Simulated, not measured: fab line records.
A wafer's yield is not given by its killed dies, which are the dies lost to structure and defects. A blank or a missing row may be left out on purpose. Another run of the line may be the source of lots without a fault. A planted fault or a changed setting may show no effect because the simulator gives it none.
One fault seen from 2 desks    flow sky130    every desk sees just its own numbers, and what lay behind them comes last

== METROLOGY DESK ==
What the gauges read for every lot (on any tool): the sampled wafers with a number, averaged. If a lot's mean is further than 4 standard deviations from the usual mean, the lot is out of limits and carries the mark OUT (the distance appears in the brackets).
Columns: A = NWELL_RS at SKY_NWELL_RS_MEAS_29, usual 624.8 ohm/sq
lot   first seen here  A
L730  day 6 00:45      627.2
L732  day 6 06:40      624.6
L733  day 6 16:56      626.3
L735  day 7 01:03      624.3
L736  day 7 07:46      623.1
L737  day 7 11:26      626.1
L738  day 7 21:14      625.1
L739  day 8 04:03      627.2
L740  day 8 12:26      623.2
L741  day 8 20:09      625.0
L747  day 10 03:25     623.0
L748  day 10 11:17     628.3
This desk's verdict: no lot among the 12 shows anything out of limits.

== TOOL OWNER'S DESK, litho_track-04 ==
Per lot that ran on this tool, the mean of the sampled wafers carrying a number, from the tool's own readings at SKY_DNWELL_DEHYDRATE_00 (time 60 s). If a lot's mean is further than 4 standard deviations from the usual mean, the lot is out of limits and carries the mark OUT (the distance appears in the brackets).
Columns: A = chill_plate_temp_C at SKY_DNWELL_DEHYDRATE_00, usual 23.01 C; B = heater_power_total_W at SKY_DNWELL_DEHYDRATE_00, usual 160.38 W; C = run_length_s at SKY_DNWELL_DEHYDRATE_00, usual 89.34 s
lot   first seen here  A      B                 C
L732  day 3 12:41      23.08  160.51            89.51
L735  day 4 06:17      22.87  160.40            89.61
L740  day 5 12:31      23.08  160.41            89.43
L741  day 5 18:16      23.11  160.41            89.38
L748  day 7 04:59      23.09  166.68 (+53) OUT  83.15 (-31) OUT
This desk's finding: out of limits on L748; first on L748, day 7 04:59 (heater_power_total_W at SKY_DNWELL_DEHYDRATE_00). In limits: L732, L735, L740, L741.

== BROUGHT TOGETHER ==
At day 7 04:59, on L748, the tool owner's desk was in a position to raise an alarm.
Nothing out of limits was seen by the metrology desk.
The metrology desk has L748 on record, within its limits.
All the named lots went through SKY_DNWELL_DEHYDRATE_00 on litho_track-04.

== WHAT THE SIMULATOR HAD INSERTED ==
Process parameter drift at SKY_DNWELL_DEHYDRATE_00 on litho_track-04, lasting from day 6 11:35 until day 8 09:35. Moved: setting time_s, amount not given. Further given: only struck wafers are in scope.
Shown lots that were struck: L748.
Delay in hours, fault start to first out-of-limits reading, by desk: the tool owner's desk at 17.
